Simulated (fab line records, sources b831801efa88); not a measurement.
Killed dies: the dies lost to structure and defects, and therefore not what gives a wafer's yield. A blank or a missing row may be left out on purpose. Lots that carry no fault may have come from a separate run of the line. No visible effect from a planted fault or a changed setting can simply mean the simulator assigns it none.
fab line records | flow gf180mcu
[record] lots = 15 wafers = 45 last-day = 34
route steps=602 shown SALICIDE@286 M1@318 V1@336
lots that met no fault: taken from a fault-free run of the same line
start-h: hours from the record's opening day to when the first of the lot's shown wafers began | wait-h: hours since the lot's step before | " unchanged from the row above | L1.1+2: a single row standing in for several wafers | - no value present, or no start provided | * or withheld: withheld | < > ~ a bound
route shown NAME@n: a module of which the file shows steps, and the number in the route of the first | usual: mean/standard deviation of fault-free wafers | same: alike in all rows | chamber/n: place in a boat | sites: each site's reading | _std_site: the standard deviation of these | _edge_site: the outer-site mean with the inner-site mean subtracted | radius-mm: how far each site lies from the wafer's centre | mask NAME#n: copy n | behind: the most recent tool/chamber to have shaped the wafer | hold: what put the lot on hold/how long, in hours/how the hold closed | device: the transistor (n, p or np) that didn't switch | end of line: at the end of the route, the tests of the same wafers | for a step that has no rows: nothing shown but its recipe | killed: count of dies lost to structure and defects at first sort (not the wafer's yield) | map: a wafer's dies, x killed, . not, _ none there
set.NAME: the run value of the setting; set.NAME@STEP: its run value at that earlier step | model.NAME: the simulator's own value behind a step, which no gauge read
one table for each step of the route and one row for each wafer, over a sample of lots
services: when a tool's chamber went out of use (start-h, in hours from the record's first day, below 0 if earlier), for how many hours, and the reason
[[steps]]
[step GF_SALICIDE_RTA_08]
[recipe] temp-c = 800 time-s = 30 ambient = N2
[usual] anneal-temp-c-max = 805.1/1.4 chamber-o2-ppm = 1.995/0.02 lamp-power-pct = 16.1/0.58 wafer_temp_C_max = 805.9/1.6
// columns lot.wafer tool chamber start-h wait-h anneal-temp-c-max chamber-o2-ppm lamp-power-pct wafer_temp_C_max
L492.4 rtp-anneal-02 0 337.69 0.1 806.9 2.020 15.5 807.1
L492.5 " 0 " " 804.5 1.997 15.5 805.7
L492.6 " 0 " " 806.0 1.992 15.5 808.0
L495.2 rtp-anneal-01 0 355.83 0.0 804.7 2.003 16.6 805.0
L495.5 " 0 " " 803.8 1.980 16.6 806.3
L495.6 " 0 " " 804.0 1.978 16.7 805.0
L496.2 rtp-anneal-01 0 370.80 0.0 803.5 2.019 16.6 805.4
L496.3 " 0 " " 802.2 2.000 16.6 804.4
L496.6 " 0 " " 803.4 2.001 16.6 805.5
L497.1 rtp-anneal-02 0 378.43 0.0 806.3 1.979 15.5 807.3
L497.3 " 0 " " 805.3 1.997 15.5 807.0
L497.6 " 0 " " 806.4 2.000 15.5 807.4
L498.1 rtp-anneal-02 0 388.97 0.0 807.3 1.962 15.5 805.7
L498.5 " 0 " " 808.5 2.000 15.5 808.8
L498.6 " 0 " " 806.9 1.986 15.5 807.2
L499.1 rtp-anneal-01 0 399.30 0.0 803.7 1.984 16.6 804.6
L499.4 " 0 " " 803.0 1.989 16.7 804.3
L499.5 " 0 " " 804.4 1.982 16.6 805.7
L500.3 rtp-anneal-01 0 410.51 0.0 804.2 1.979 16.6 803.1
L500.5 " 0 " " 804.7 2.020 16.6 804.6
L500.6 " 0 " " 803.0 2.005 16.6 804.6
L501.3 rtp-anneal-01 0 417.01 0.0 803.4 2.011 16.6 805.2
L501.4 " 0 " " 803.8 2.004 16.6 806.8
L501.5 " 0 " " 803.9 2.003 16.6 805.0
L502.2 rtp-anneal-02 0 432.11 0.0 805.1 1.996 15.5 808.7
L502.3 " 0 " " 805.5 1.992 15.5 811.6
L502.6 " 0 " " 806.1 2.007 15.4 805.8
L509.1 rtp-anneal-02 - 487.81 0.0 - - - -
L509.4 " - " " - - - -
L509.6 " - " " - - - -
L510.1 rtp-anneal-01 - 497.05 0.0 - - - -
L510.2 " - " " - - - -
L510.3 " - " " - - - -
L511.2 rtp-anneal-01 - 501.53 0.0 - - - -
L511.3 " - " " - - - -
L511.6 " - " " - - - -
L513.2 rtp-anneal-02 0 515.67 0.0 806.4 2.014 15.5 804.7
L513.5 " 0 " " 805.6 1.975 15.5 807.6
L513.6 " 0 " " 807.4 1.949 15.5 806.1
L514.1 rtp-anneal-02 0 523.71 0.0 807.0 2.010 15.5 806.6
L514.4 " 0 " " 806.8 2.000 15.5 808.7
L514.6 " 0 " " 805.9 1.980 15.5 805.7
L515.4 rtp-anneal-01 0 533.12 0.1 804.5 2.016 16.6 804.3
L515.5 " 0 " " 804.0 1.997 16.6 805.0
L515.6 " 0 " " 805.0 2.006 16.6 806.5
[step GF_M1_SPUTTER_03]
[recipe] material = Ti target-thk-nm = 10 substrate-temp-c = 300 chamber-pressure-pa = 0.3 power-w = 3000 time-s = 6.7
[usual] throttle-valve-pct = 30.3/0.84
// columns lot.wafer tool chamber start-h wait-h throttle-valve-pct
L492.4 pvd-sputter-01 - 361.21 0.0 30.9
L492.5 " - " " 30.8
L492.6 " - " " 31.1
L495.2 pvd-sputter-02 - 379.91 0.0 31.5
L495.5 " - " " 30.2
L495.6 " - " " 28.3
L496.2 pvd-sputter-01 - 395.16 0.0 30.2
L496.3 " - " " 31.1
L496.6 " - " " 29.0
L497.1 pvd-sputter-02 - 403.44 0.0 30.1
L497.3 " - " " 30.9
L497.6 " - " " 28.4
L498.1 pvd-sputter-01 - 413.98 0.0 29.1
L498.5 " - " " 30.4
L498.6 " - " " 29.0
L499.1 pvd-sputter-01 - 424.70 0.0 28.8
L499.4 " - " " 30.9
L499.5 " - " " 31.1
L500.3 pvd-sputter-01 - 436.35 0.0 30.5
L500.5 " - " " 28.8
L500.6 " - " " 30.6
L501.3 pvd-sputter-03 - 442.89 0.0 30.2
L501.4 " - " " 30.1
L501.5 " - " " 31.1
L502.2 pvd-sputter-03 - 458.43 0.0 29.9
L502.3 " - " " 30.1
L502.6 " - " " 30.1
L513.2 pvd-sputter-03 - 541.66 0.0 31.1
L513.5 " - " " 30.0
L513.6 " - " " 31.1
L514.1 pvd-sputter-02 - 548.98 0.0 31.9
L514.4 " - " " 28.0
L514.6 " - " " 28.2
L515.4 pvd-sputter-03 - 557.40 0.0 30.9
L515.5 " - " " 31.1
L515.6 " - " " 30.3
[step GF_V1_THK_MEAS_01]
[recipe] reads = SiO2_of_V1_CVD_00
[usual] V1_CVD_00_THK = 601/5.3
// columns lot.wafer tool chamber start-h wait-h V1_CVD_00_THK[nm]
L492.4 film-metro-04 - 384.18 0.0 608
L492.5 " - " " 603
L492.6 " - " " 610
L495.2 film-metro-04 - 403.35 0.0 596
L495.5 " - " " 599
L495.6 " - " " 602
L496.2 film-metro-02 - 419.62 0.0 607
L496.3 " - " " 603
L496.6 " - " " 602
L497.1 film-metro-04 - 428.16 0.0 613
L497.3 " - " " 611
L497.6 " - " " 605
L498.1 film-metro-02 - 438.50 0.0 603
L498.5 " - " " 604
L498.6 " - " " 599
L499.1 film-metro-02 - 449.79 0.0 600
L499.4 " - " " 600
L499.5 " - " " 597
L500.3 film-metro-04 - 460.81 0.1 598
L500.5 " - " " 601
L500.6 " - " " 603
L501.3 film-metro-04 - 467.72 0.1 604
L501.4 " - " " 601
L501.5 " - " " 611
L502.2 film-metro-02 - 483.69 0.0 604
L502.3 " - " " 606
L502.6 " - " " 598
L513.2 film-metro-02 - 565.39 0.0 598
L513.5 " - " " 589
L513.6 " - " " 603
L514.1 film-metro-04 - 572.65 0.0 596
L514.4 " - " " 594
L514.6 " - " " 603
L515.4 film-metro-04 - 580.18 0.0 612
L515.5 " - " " 612
L515.6 " - " " 602
[step GF_V1_BOW_MEAS_05]
[recipe] mode = bow
[usual] V1_BOW = 81/6.9
// columns lot.wafer tool chamber start-h wait-h V1_BOW[um]
L492.4 film-metro-04 - 384.70 0.3 76
L492.5 " - " " 78
L492.6 " - " " 77
L495.2 film-metro-04 - 403.88 0.1 81
L495.5 " - " " 66
L495.6 " - " " 80
L496.2 film-metro-04 - 420.12 0.2 85
L496.3 " - " " 85
L496.6 " - " " 89
L497.1 film-metro-04 - 428.65 0.2 75
L497.3 " - " " 77
L497.6 " - " " 74
L498.1 film-metro-01 - 438.99 0.1 94
L498.5 " - " " 86
L498.6 " - " " 92
L499.1 film-metro-04 - 450.28 0.2 85
L499.4 " - " " 90
L499.5 " - " " 93
L500.3 film-metro-01 - 461.32 0.2 76
L500.5 " - " " 82
L500.6 " - " " 86
L501.3 film-metro-02 - 468.23 0.2 78
L501.4 " - " " 86
L501.5 " - " " 72
L502.2 film-metro-01 - 484.22 0.1 79
L502.3 " - " " 82
L502.6 " - " " 66
L513.2 film-metro-01 - 565.89 0.2 79
L513.5 " - " " 76
L513.6 " - " " 77
L514.1 film-metro-04 - 573.13 0.2 78
L514.4 " - " " 83
L514.6 " - " " 81
L515.4 film-metro-01 - 580.69 0.2 79
L515.5 " - " " 93
L515.6 " - " " 87
[[services]]
// columns tool chamber start-h hours kind
pvd-sputter-02 - 314.50 5.1 repair
pvd-sputter-02 - 385.87 2.0 repair
pvd-sputter-03 - 391.29 5.1 repair
pvd-sputter-03 - 435.72 1.6 repair
pvd-sputter-01 - 490.23 2.8 repair
pvd-sputter-01 - 537.96 0.8 repair
[[key]]
[first-sign] step = GF_SALICIDE_RTA_08 reading = tool-record direction = missing
effect none on later readings
met-at GF_SALICIDE_RTA_08
struck-lots L509,L510,L511
later-rows-left-out L509.1,L509.4,L509.6,L510.1,L510.2,L510.3,L511.2,L511.3,L511.6
sort-left-out L509.1,L509.4,L509.6,L510.1,L510.2,L510.3,L511.2,L511.3,L511.6
tester-left-out L509,L510,L511
not-acting-at GF_M1_SPUTTER_03,GF_V1_THK_MEAS_01,GF_V1_BOW_MEAS_05
onset-between 432.11 487.81
[fault] kind = skipped-step-whole tool = rtp-anneal-01,rtp-anneal-02 chamber = - onset-h = 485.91 steps = GF_SALICIDE_RTA_08 scope = struck-lots-only
// tester-left-out: of these lots the tester's yield and bins aren't shown, on N5 and GAA mostly nor the transistor test; their killed dies are dies lost to structure and defects alone, not to doping, threshold or leakage, so they don't give the yield
// sort-left-out: the simulated sort isn't trusted on such a fault, so these wafers' sort isn't shown, and their yield isn't known
// later-rows-left-out: the simulator's readings of these wafers behind a module that went badly wrong aren't trusted and aren't shown, but for the sort
